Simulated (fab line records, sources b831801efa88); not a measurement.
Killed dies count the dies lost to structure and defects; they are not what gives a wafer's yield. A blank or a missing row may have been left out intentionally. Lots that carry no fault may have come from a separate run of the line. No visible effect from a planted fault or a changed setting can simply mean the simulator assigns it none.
fab line records	flow sky130
[record] lots = 6	wafers = 18	last-day = 50
route steps=708 shown SONOS_ONO@180 GATE_OXIDE@187 PAD_OPEN@708
lots with no fault: from the same line, run without faults
start-h: the number of hours between the record's first day and the start of the first shown wafer of the lot	wait-h: hours elapsed since this lot's preceding step	" identical to the entry in the row above	L1.1+2: one row covering several wafers at once	- no value, or no start given	* or withheld: withheld	< > ~ a bound
route shown NAME@n: NAME is a module with steps in the file, n the number in the route of the first one	usual: mean/standard deviation of fault-free wafers	same: alike in all rows	chamber/n: place in a boat	sites: each site's reading	_std_site: their standard deviation	_edge_site: outer sites' mean less inner sites'	radius-mm: for every site, how far away it sits from the centre of the wafer	mask NAME#n: copy n	behind: the last tool/chamber to shape the wafer	hold: why the lot was held/for how many hours/how that ended	device: which transistor (n, p or np) failed to switch	end of line: at the end of the route, the tests of the same wafers	for a step that has no rows: nothing shown but its recipe	killed: at the first sort, the dies lost to defects and structure; wafer yield is something else	map: a wafer's dies, marking killed ones x, the rest . and places with no die _
set.NAME: the run value of the setting; set.NAME@STEP: its run value at that earlier step	model.NAME: the simulator's own value behind a step, which no gauge read
lots at some steps of the route; a table a step, a row a wafer
services: from which hour (start-h, from the record's first day; less than 0 if before it) a tool's chamber was out of use, for how many hours, and why
[[steps]]
[step SKY_SONOS_ONO_DEVELOP_12]
[recipe] develop-time-s = 60	dev-temp-c = 24.08
[step SKY_SONOS_ONO_CD_MEAS_13]
[recipe] target-cd-nm = 410
[usual] cd-nm = 409.9/2.1
lot.wafer	tool	chamber	start-h	wait-h	cd-nm
L903.1	cd-sem-01	-	288.48	0.1	407.8
L903.2	"	-	"	"	411.9
L903.3	"	-	"	"	409.7
L905.2	cd-sem-01	-	317.19	0.1	410.9
L905.3	"	-	"	"	414.1
L905.5	"	-	"	"	412.5
L915.1	cd-sem-02	-	380.97	0.1	404.8
L915.3	"	-	"	"	406.1
L915.6	"	-	"	"	407.0
L922.3	cd-sem-01	-	444.61	0.1	408.8
L922.5	"	-	"	"	409.1
L922.6	"	-	"	"	410.2
L924.1	cd-sem-02	-	457.82	0.1	408.5
L924.4	"	-	"	"	409.1
L924.6	"	-	"	"	407.8
L926.2	cd-sem-01	-	469.74	0.1	407.1
L926.3	"	-	"	"	410.7
L926.6	"	-	"	"	408.3
[step SKY_SONOS_ONO_OVL_MEAS_14]
[usual] SONOS_ONO_OVL = -1.1/1.5
lot.wafer	tool	chamber	start-h	wait-h	SONOS_ONO_OVL[nm]
L903.1	overlay-01	-	288.60	0.1	2.4
L903.2	"	-	"	"	0.7
L903.3	"	-	"	"	1.9
L905.2	overlay-01	-	317.30	0.1	0.0
L905.3	"	-	"	"	2.1
L905.5	"	-	"	"	-0.2
L915.1	overlay-01	-	381.09	0.1	-1.4
L915.3	"	-	"	"	-0.1
L915.6	"	-	"	"	1.2
L922.3	overlay-02	-	444.71	0.1	-0.7
L922.5	"	-	"	"	-1.5
L922.6	"	-	"	"	-0.5
L924.1	overlay-02	-	457.94	0.1	-1.4
L924.4	"	-	"	"	-2.7
L924.6	"	-	"	"	-1.4
L926.2	overlay-02	-	469.85	0.1	-2.5
L926.3	"	-	"	"	-0.6
L926.6	"	-	"	"	-1.7
[step SKY_SONOS_ONO_ETCH_15]
[recipe] target-depth-nm = 19.52	chemistry = CHF3/O2	source-w = 600	bias-w = 200	pressure-mtorr = 40	chf3-flow-sccm = 50	O2_flow_sccm = 5	time-s = 7.8
[usual] drypump-motor-current-A = 5.8/0.33	oes-product-au = 0.995/0.01	throttle-valve-pct = 8.823/0.0099
lot.wafer	tool	chamber	start-h	wait-h	drypump-motor-current-A	oes-product-au	rf-hours-counter-h	throttle-valve-pct
L903.1	rie-diel-02	3	288.63	0.0	6.6	0.997	15	8.828
L903.2	"	1	"	"	5.7	0.998	123	8.833
L903.3	"	2	"	"	5.8	0.999	105	8.811
L905.2	rie-diel-03	1	317.33	0.0	5.1	1.025	4	8.829
L905.3	"	3	"	"	5.7	0.987	86	8.824
L905.5	"	1	"	"	5.1	1.028	-	8.831
L915.1	rie-diel-04	0	381.13	0.0	6.3	0.994	5	8.833
L915.3	"	1	"	"	5.9	0.989	67	8.813
L915.6	"	3	"	"	6.1	0.987	-	8.816
L922.3	rie-diel-03	2	444.73	0.0	5.9	0.996	73	8.833
L922.5	"	3	"	"	5.7	0.997	-	8.825
L922.6	"	2	"	"	5.9	1.003	-	8.825
L924.1	rie-diel-03	3	457.98	0.0	5.7	0.996	88	8.809
L924.4	"	2	"	"	5.9	0.996	-	8.806
L924.6	"	3	"	"	5.7	0.985	-	8.800
L926.2	rie-diel-04	0	469.88	0.0	6.3	0.991	7	8.839
L926.3	"	3	"	"	6.1	1.005	1	8.827
L926.6	"	2	"	"	5.7	0.980	-	8.825
[step SKY_SONOS_ONO_WET_ETCH_16]
[recipe] chemistry = dHF	target-depth-nm = 14	dry = n2-spin	target = SiO2	dilution = 100:1	temp-c = 25	time-s = 280
[step SKY_SONOS_ONO_STRIP_17]
[recipe] chemistry = O2/N2	power-w = 1400	pressure-mtorr = 1500	platen-temp-c = withheld	o2-flow-sccm = 3000	n2-flow-sccm = 300	overash-fraction = 0.5
[usual] drypump-motor-current-A = 5.9/0.36	n2-flow-sccm = 300.0/0.87	oes-product-au = 0.709/0.0048	strip-time-to-endpoint-s = 14.11/0.044
lot.wafer	tool	chamber	start-h	wait-h	drypump-motor-current-A	n2-flow-sccm	oes-product-au	rf-hours-counter-h	strip-time-to-endpoint-s
L903.1	plasma-asher-03	1	288.74	0.0	6.0	299.3	0.714	48	14.19
L903.2	"	0	"	"	6.5	301.0	0.708	48	14.19
L903.3	"	0	"	"	6.5	302.4	0.703	-	14.20
L905.2	plasma-asher-01	0	317.44	0.0	5.5	299.6	0.706	20	14.08
L905.3	"	0	"	"	5.5	300.1	0.706	-	14.09
L905.5	"	1	"	"	6.2	300.6	0.706	-	14.07
L915.1	plasma-asher-01	0	381.24	0.0	5.5	300.5	0.708	25	14.04
L915.3	"	1	"	"	6.2	299.1	0.723	-	14.12
L915.6	"	1	"	"	6.2	299.4	0.714	-	14.12
L922.3	plasma-asher-02	1	444.87	0.0	5.6	299.1	0.700	-	14.08
L922.5	"	0	"	"	5.6	300.5	0.712	-	14.08
L922.6	"	1	"	"	5.6	299.3	0.716	-	14.03
L924.1	plasma-asher-02	1	458.09	0.0	5.6	300.3	0.710	2	14.10
L924.4	"	1	"	"	5.6	300.2	0.712	-	14.12
L924.6	"	1	"	"	5.6	300.8	0.712	-	14.10
L926.2	plasma-asher-03	0	469.99	0.0	6.5	299.8	0.710	67	14.18
L926.3	"	1	"	"	6.1	301.8	0.713	-	14.13
L926.6	"	1	"	"	6.1	301.1	0.711	-	14.17
[step SKY_SONOS_ONO_WET_ETCH_18]
[recipe] chemistry = H3PO4	target-depth-nm = 15	target = Si3N4	temp-c = 160	time-s = 172
[step SKY_GATE_OXIDE_CLEAN_00]
[recipe] chemistry = SC1/SC2	mix = 1:4:20	temp-c = 70	time-s = 150	dry = n2-spin
[step SKY_GATE_OXIDE_OXIDATION_01]
[recipe] temp-c = 900	ambient = O2	stabilise-s = 600	purge-s = 300	target-thk-a = 102.68	ox-time-s = 1473
[step SKY_GATE_OXIDE_THK_MEAS_02]
[recipe] reads = SiO2_of_GATE_OXIDE_OXIDATION_01
[usual] GATE_OXIDE_OXIDATION_00_THK = 10.31/0.15
lot.wafer	tool	chamber	start-h	wait-h	GATE_OXIDE_OXIDATION_00_THK[nm]
L903.1	film-metro-01	-	290.64	0.0	10.48
L903.2	"	-	"	"	10.49
L903.3	"	-	"	"	10.65
L905.2	film-metro-02	-	319.55	0.0	10.35
L905.3	"	-	"	"	10.18
L905.5	"	-	"	"	10.25
L915.1	film-metro-01	-	383.40	0.0	10.34
L915.3	"	-	"	"	10.33
L915.6	"	-	"	"	10.50
L922.3	film-metro-04	-	447.28	0.0	10.36
L922.5	"	-	"	"	10.15
L922.6	"	-	"	"	10.28
L924.1	film-metro-04	-	461.37	0.0	10.42
L924.4	"	-	"	"	10.35
L924.6	"	-	"	"	10.56
L926.2	film-metro-01	-	472.59	0.0	10.35
L926.3	"	-	"	"	10.31
L926.6	"	-	"	"	10.42
[step SKY_GATE_OXIDE_DEHYDRATE_03]
[recipe] temp-c = 200	time-s = 60
[step SKY_GATE_OXIDE_HMDS_04]
[recipe] prime-time-s = 60	prime-temp-c = 120
[step SKY_GATE_OXIDE_COAT_05]
[recipe] resist = NOVOLAK	spin-rpm = 3000	resist-thk-nm = 1140
[usual] resist-line-temp-C = 23.01/0.12
lot.wafer	tool	chamber	start-h	wait-h	resist-line-temp-C	model.NOVOLAK_of_GATE_OXIDE_COAT_05.thk-nm
L903.1	litho-track-04	0	302.96	0.1	22.76	1140
L903.2	"	0	"	"	22.75	1138
L903.3	"	0	"	"	22.84	1140
L905.2	litho-track-03	0	331.38	0.1	23.12	1145
L905.3	"	0	"	"	23.08	1146
L905.5	"	0	"	"	22.99	1144
L915.1	litho-track-03	0	397.81	0.1	22.86	1136
L915.3	"	0	"	"	23.09	1139
L915.6	"	0	"	"	23.02	1140
L922.3	litho-track-04	0	462.16	0.1	22.99	1107
L922.5	"	0	"	"	22.95	1109
L922.6	"	0	"	"	23.02	1111
L924.1	litho-track-04	0	475.06	0.1	23.05	1104
L924.4	"	0	"	"	23.11	1103
L924.6	"	0	"	"	23.10	1106
L926.2	litho-track-03	0	489.08	0.1	23.16	1143
L926.3	"	0	"	"	23.06	1143
L926.6	"	0	"	"	23.01	1142
[step SKY_GATE_OXIDE_SOFTBAKE_06]
[recipe] temp-c = 90	time-s = 60	resist = NOVOLAK
[step SKY_GATE_OXIDE_EXPOSE_07]
[recipe] mask-id = LVOM	na = 0.6	source-shape = conventional	sigma-outer = 0.6	polarization = unpolarized	target-cd-nm = 600	dose-mj = 170
[step SKY_GATE_OXIDE_PEB_08]
[recipe] temp-c = withheld	time-s = *	resist = NOVOLAK
[step SKY_GATE_OXIDE_DEVELOP_09]
[recipe] resist = NOVOLAK	developer = TMAH	develop-time-s = 60	dev-temp-c = 23
[usual] resist-line-temp-C = 23.02/0.091
lot.wafer	tool	chamber	start-h	wait-h	resist-line-temp-C	model.NOVOLAK_of_GATE_OXIDE_COAT_05.thk-nm
L903.1	litho-track-04	0	316.01	0.1	23.11	1139
L903.2	"	0	"	"	23.00	1138
L903.3	"	0	"	"	23.20	1139
L905.2	litho-track-04	0	344.53	0.1	23.00	1145
L905.3	"	0	"	"	23.02	1145
L905.5	"	0	"	"	22.97	1144
L915.1	litho-track-01	0	412.13	0.1	23.17	1136
L915.3	"	0	"	"	23.14	1138
L915.6	"	0	"	"	23.14	1140
L922.3	litho-track-04	0	477.01	0.1	22.94	1106
L922.5	"	0	"	"	23.07	1108
L922.6	"	0	"	"	22.91	1111
L924.1	litho-track-03	0	491.46	0.1	22.97	1103
L924.4	"	0	"	"	22.86	1102
L924.6	"	0	"	"	22.85	1105
L926.2	litho-track-03	0	502.98	0.1	23.08	1143
L926.3	"	0	"	"	22.91	1143
L926.6	"	0	"	"	22.94	1142
[step SKY_GATE_OXIDE_OVL_MEAS_10]
[usual] GATE_OXIDE_OVL = 0.3/1.3
lot.wafer	tool	chamber	start-h	wait-h	GATE_OXIDE_OVL[nm]
L903.1	overlay-01	-	316.16	0.1	0.3
L903.2	"	-	"	"	-0.7
L903.3	"	-	"	"	1.0
L905.2	overlay-01	-	344.66	0.1	0.8
L905.3	"	-	"	"	-0.1
L905.5	"	-	"	"	2.3
L915.1	overlay-02	-	412.28	0.1	-2.9
L915.3	"	-	"	"	-1.4
L915.6	"	-	"	"	-1.7
L922.3	overlay-01	-	477.12	0.1	-0.6
L922.5	"	-	"	"	1.1
L922.6	"	-	"	"	0.6
L924.1	overlay-01	-	491.61	0.1	0.1
L924.4	"	-	"	"	0.9
L924.6	"	-	"	"	0.4
L926.2	overlay-01	-	503.11	0.1	2.9
L926.3	"	-	"	"	1.5
L926.6	"	-	"	"	1.1
[step SKY_GATE_OXIDE_IMPLANT_11]
[recipe] species = B	energy-kev = 10	dose-cm2 = 2.6e+12	tilt-deg = withheld
[step SKY_GATE_OXIDE_WET_ETCH_12]
[recipe] chemistry = dHF	target-depth-nm = 16.8	dry = n2-spin	target = SiO2	dilution = 100:1	temp-c = 25	time-s = 336
[step SKY_GATE_OXIDE_STRIP_13]
[recipe] chemistry = O2/N2	power-w = 1400	pressure-mtorr = 1500	platen-temp-c = withheld	o2-flow-sccm = 3000	n2-flow-sccm = 300	overash-fraction = 0.5
[usual] drypump-motor-current-A = 5.8/0.39	n2-flow-sccm = 300.0/0.84	oes-product-au = 0.716/0.0048	strip-time-to-endpoint-s = 14.18/0.041
lot.wafer	tool	chamber	start-h	wait-h	drypump-motor-current-A	n2-flow-sccm	oes-product-au	rf-hours-counter-h	strip-time-to-endpoint-s
L903.1	plasma-asher-03	1	316.45	0.0	6.1	301.6	0.713	52	14.18
L903.2	"	0	"	"	6.5	299.1	0.716	52	14.18
L903.3	"	0	"	"	6.5	300.2	0.715	-	14.17
L905.2	plasma-asher-02	0	344.95	0.0	5.6	300.5	0.716	63	14.25
L905.3	"	1	"	"	5.6	300.9	0.720	-	14.22
L905.5	"	0	"	"	5.5	299.3	0.718	-	14.22
L915.1	plasma-asher-04	1	412.57	0.0	5.3	299.2	0.706	73	14.14
L915.3	"	0	"	"	6.1	299.3	0.717	-	14.16
L915.6	"	1	"	"	5.3	299.3	0.712	-	14.18
L922.3	plasma-asher-03	1	477.43	0.0	6.0	299.5	0.723	-	13.80
L922.5	"	0	"	"	6.5	301.4	0.717	-	13.82
L922.6	"	1	"	"	6.0	298.8	0.720	-	13.84
L924.1	plasma-asher-03	1	491.89	0.0	6.1	300.0	0.722	69	13.75
L924.4	"	0	"	"	6.5	301.1	0.718	-	13.74
L924.6	"	0	"	"	6.5	300.4	0.714	-	13.76
L926.2	plasma-asher-04	1	503.40	0.0	5.3	298.1	0.724	82	14.22
L926.3	"	0	"	"	6.0	300.8	0.712	-	14.24
L926.6	"	0	"	"	6.0	300.8	0.719	-	14.21
[step SKY_GATE_OXIDE_TW_MEAS_14]
[usual] GATE_OXIDE_TW = 226.6/1.4
lot.wafer	tool	chamber	start-h	wait-h	GATE_OXIDE_TW
L903.1	film-metro-02	-	316.55	0.1	227.5
L903.2	"	-	"	"	227.6
L903.3	"	-	"	"	227.5
L905.2	film-metro-02	-	345.06	0.1	226.0
L905.3	"	-	"	"	227.9
L905.5	"	-	"	"	227.9
L915.1	film-metro-04	-	412.67	0.1	225.3
L915.3	"	-	"	"	226.1
L915.6	"	-	"	"	226.9
L922.3	film-metro-01	-	477.52	0.1	223.6
L922.5	"	-	"	"	226.1
L922.6	"	-	"	"	224.0
L924.1	film-metro-02	-	491.99	0.1	226.5
L924.4	"	-	"	"	226.2
L924.6	"	-	"	"	226.3
L926.2	film-metro-04	-	503.51	0.1	227.0
L926.3	"	-	"	"	226.4
L926.6	"	-	"	"	226.4
[step SKY_PAD_OPEN_PROBE_99]
[usual] killed_at_M0_to_M3 = 44/6.8	killed_at_M4_up = 3.1/1.8	killed-at-contacts = 25/5.2	killed-at-front-end = 15/4.1	killed-at-other = 0.3/0.62	killed-dies = 88/9.4	killed-open = 48/7.1	killed-short = 40/6.1
[same] gross-dies = 492	killed-at-back-side = 0
lot.wafer	tool	chamber	start-h	wait-h	killed_at_M0_to_M3	killed_at_M4_up	killed-at-contacts	killed-at-front-end	killed-at-other	killed-dies	killed-open	killed-short
L903.1	prober-02	-	1081.93	0.1	57	1	24	13	0	95	42	53
L903.2	prober-02	-	1081.98	0.1	54	5	31	12	0	102	59	43
L903.3	prober-02	-	1082.03	0.2	37	2	25	20	0	84	44	40
L905.2	prober-02	-	1103.23	0.1	45	3	23	16	0	87	50	37
L905.3	prober-02	-	1103.28	0.2	37	4	40	20	1	102	50	50
L905.5	prober-02	-	1103.38	0.2	48	1	33	16	2	100	61	38
L915.1	prober-01	-	1151.63	0.1	41	3	16	11	0	71	39	32
L915.3	prober-01	-	1151.73	0.2	49	3	29	16	0	97	51	46
L915.6	prober-01	-	1151.88	0.2	50	0	28	23	0	101	54	47
L922.3	prober-02	-	1186.08	0.2	40	3	20	15	0	78	37	40
L922.5	prober-02	-	1186.18	0.2	36	6	17	22	0	81	38	43
L922.6	prober-02	-	1186.23	0.2	49	3	20	15	0	87	52	35
L924.1	prober-01	-	1192.00	0.1	47	2	18	15	1	83	49	33
L924.4	prober-01	-	1192.15	0.2	43	3	30	19	1	96	56	40
L924.6	prober-01	-	1192.25	0.2	45	3	26	15	1	90	57	32
L926.2	prober-02	-	1197.95	0.1	37	6	26	22	0	91	41	49
L926.3	prober-02	-	1198.00	0.2	45	8	29	21	0	103	53	49
L926.6	prober-02	-	1198.15	0.2	47	7	26	20	0	100	61	39
// killed by level:class
L903.1 VIA1:geometric-particle:open=13 VIA1:geometric-particle:short=10 CONTACT:geometric-particle:short=9 VIA2:geometric-particle:short=8 CONTACT:geometric-particle:open=7 METAL2:geometric-particle:short=7 POLY_GATE:geometric-particle:open=5 METAL1:geometric-particle:short=5
L903.2 VIA1:geometric-particle:open=19 CONTACT:geometric-particle:open=14 LI_CONTACT:geometric-particle:open=8 METAL2:geometric-particle:short=8 VIA2:geometric-particle:open=7 VIA1:geometric-particle:short=6 METAL4:geometric-particle:short=5 FIELD_ISO:geometric-particle:short=4
L903.3 CONTACT:geometric-particle:open=11 VIA1:geometric-particle:open=8 LI_CONTACT:geometric-particle:open=7 FIELD_ISO:geometric-particle:open=6 VIA1:geometric-particle:short=5 METAL2:geometric-particle:short=5 VIA3:geometric-particle:open=5 CONTACT:geometric-particle:short=4
L905.2 VIA1:geometric-particle:open=13 CONTACT:geometric-particle:open=9 LOCAL_INTERCONNECT:geometric-particle:short=6 VIA2:geometric-particle:open=6 METAL1:geometric-particle:short=5 VIA3:geometric-particle:open=5 FIELD_ISO:geometric-particle:open=4 FIELD_ISO:geometric-particle:short=4
L905.3 CONTACT:geometric-particle:open=14 VIA1:geometric-particle:open=9 LI_CONTACT:geometric-particle:short=7 LI_CONTACT:geometric-particle:open=6 LOCAL_INTERCONNECT:geometric-particle:short=6 CONTACT:geometric-particle:short=6 METAL2:geometric-particle:short=6 VIA3:geometric-particle:open=6
L905.5 VIA1:geometric-particle:open=13 CONTACT:geometric-particle:open=12 LI_CONTACT:geometric-particle:open=8 CONTACT:geometric-particle:short=6 METAL1:geometric-particle:short=6 POLY_GATE:geometric-particle:open=5 VIA3:geometric-particle:open=5 FIELD_ISO:geometric-particle:open=4
L915.1 CONTACT:geometric-particle:open=7 VIA2:geometric-particle:open=7 VIA1:geometric-particle:open=6 METAL3:geometric-particle:short=6 VIA3:geometric-particle:open=5 VIA3:geometric-particle:short=4 FIELD_ISO:geometric-particle:short=3 LI_CONTACT:geometric-particle:open=3
L915.3 VIA1:geometric-particle:open=11 CONTACT:geometric-particle:open=8 METAL1:geometric-particle:short=7 LI_CONTACT:geometric-particle:open=7 VIA2:geometric-particle:open=7 FIELD_ISO:geometric-particle:open=6 CONTACT:geometric-particle:short=6 VIA3:geometric-particle:open=6
L915.6 LI_CONTACT:geometric-particle:open=12 VIA1:geometric-particle:open=12 FIELD_ISO:geometric-particle:short=8 CONTACT:geometric-particle:open=7 METAL3:geometric-particle:short=7 FIELD_ISO:geometric-particle:open=6 METAL1:geometric-particle:short=6 VIA2:geometric-particle:open=6
L922.3 VIA1:geometric-particle:open=9 LOCAL_INTERCONNECT:geometric-particle:short=6 METAL2:geometric-particle:short=5 SPACER:geometric-particle:short=5 CONTACT:geometric-particle:open=5 VIA1:geometric-particle:short=5 VIA3:geometric-particle:short=5 LI_CONTACT:geometric-particle:open=4
L922.5 FIELD_ISO:geometric-particle:open=9 VIA3:geometric-particle:open=9 CONTACT:geometric-particle:open=6 METAL1:geometric-particle:short=6 FIELD_ISO:geometric-particle:short=5 LOCAL_INTERCONNECT:geometric-particle:short=5 METAL4:geometric-particle:short=5 VIA1:geometric-particle:short=4
L922.6 VIA1:geometric-particle:open=12 VIA2:geometric-particle:open=9 METAL1:geometric-particle:short=8 CONTACT:geometric-particle:open=7 LI_CONTACT:geometric-particle:open=5 METAL2:geometric-particle:short=5 VIA3:geometric-particle:open=5 FIELD_ISO:geometric-particle:open=4
L924.1 CONTACT:geometric-particle:open=12 VIA1:geometric-particle:open=12 VIA3:geometric-particle:open=8 VIA1:geometric-particle:short=6 VIA2:geometric-particle:open=6 FIELD_ISO:geometric-particle:open=5 CONTACT:geometric-particle:short=4 METAL2:geometric-particle:short=4
L924.4 CONTACT:geometric-particle:open=12 LI_CONTACT:geometric-particle:open=10 METAL1:geometric-particle:short=8 POLY_GATE:geometric-particle:open=7 VIA3:geometric-particle:open=7 VIA2:geometric-particle:open=7 FIELD_ISO:geometric-particle:short=6 VIA1:geometric-particle:open=5
L924.6 CONTACT:geometric-particle:open=13 VIA3:geometric-particle:open=9 VIA1:geometric-particle:open=8 VIA2:geometric-particle:open=8 LI_CONTACT:geometric-particle:open=6 METAL2:geometric-particle:short=5 FIELD_ISO:geometric-particle:open=4 POLY_GATE:geometric-particle:open=4
L926.2 VIA1:geometric-particle:open=12 CONTACT:geometric-particle:open=8 SPACER:geometric-particle:short=6 LI_CONTACT:geometric-particle:open=6 FIELD_ISO:geometric-particle:short=5 LI_CONTACT:geometric-particle:short=5 METAL2:geometric-particle:short=5 METAL4:geometric-particle:short=5
L926.3 VIA1:geometric-particle:open=16 CONTACT:geometric-particle:open=8 POLY_GATE:geometric-particle:short=6 LOCAL_INTERCONNECT:geometric-particle:short=6 LI_CONTACT:geometric-particle:open=5 METAL4:geometric-particle:short=5 FIELD_ISO:geometric-particle:open=4 LI_CONTACT:geometric-particle:short=4
L926.6 VIA1:geometric-particle:open=15 CONTACT:geometric-particle:open=9 LI_CONTACT:geometric-particle:open=8 VIA2:geometric-particle:open=8 METAL2:geometric-particle:short=6 POLY_GATE:geometric-particle:open=5 METAL4:geometric-particle:short=5 POLY_GATE:geometric-particle:short=4
[[services]]
tool	chamber	start-h	hours	kind
plasma-asher-01	-	294.22	22.6	pm
rie-diel-04	2	308.53	7.5	repair
rie-diel-03	1	323.88	3.8	repair
plasma-asher-01	-	328.56	1.8	repair
plasma-asher-01	-	338.41	5.7	repair
rie-diel-03	-	342.79	0.3	repair
rie-diel-04	3	400.14	-	clean
rie-diel-04	3	400.14	27.2	scheduled-down
plasma-asher-01	-	401.96	5.5	repair
rie-diel-03	1	409.66	49.7	repair
plasma-asher-02	-	421.25	9.0	pm
plasma-asher-02	0	421.25	9.0	vent-cycle
plasma-asher-02	1	421.25	9.0	vent-cycle
plasma-asher-04	-	423.73	0.3	repair
plasma-asher-02	0	430.25	-	clean
plasma-asher-02	1	430.25	-	clean
plasma-asher-01	-	455.59	0.7	repair
rie-diel-04	1	459.03	14.2	repair
plasma-asher-03	-	465.74	1.2	repair
rie-diel-02	3	476.73	9.7	repair
rie-diel-04	-	487.81	7.2	repair
rie-diel-03	0	501.90	-	clean
rie-diel-03	0	501.90	15.9	scheduled-down
rie-diel-03	0	501.90	15.9	vent-cycle
[[key]]
[first-sign] step = SKY_GATE_OXIDE_STRIP_13	reading = strip-time-to-endpoint-s	direction = down	sigmas = 9.4	usual = *	struck = *
effect none on later readings
[model-effect] step = SKY_GATE_OXIDE_COAT_05	value = NOVOLAK_of_GATE_OXIDE_COAT_05.thk-nm	without = 1137	struck = 1107
[model-effect] step = SKY_GATE_OXIDE_DEVELOP_09	value = NOVOLAK_of_GATE_OXIDE_COAT_05.thk-nm	without = 1137	struck = 1106
met-at SKY_GATE_OXIDE_COAT_05
struck-wafers L922.3,L922.5,L922.6,L924.1,L924.4,L924.6
tester-left-out L922,L924
onset-between 302.96 462.16
also-fits SKY_SONOS_ONO_ETCH_15:rie-diel-03,SKY_SONOS_ONO_STRIP_17:plasma-asher-02,SKY_GATE_OXIDE_STRIP_13:plasma-asher-03
[fault] kind = process-parameter-drift	tool = litho-track-04	chamber = -	onset-h = 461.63	steps = SKY_GATE_OXIDE_COAT_05	channel = resist-thk-nm	offset = -30.879	shape = step	end-h = 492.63	acts-in = these-recipes-only	stated = 1140
// tester-left-out: of these lots the tester's yield and bins aren't shown, on N5 and GAA mostly nor the transistor test; their killed dies are dies lost to structure and defects alone, not to doping, threshold or leakage, so they don't give the yield
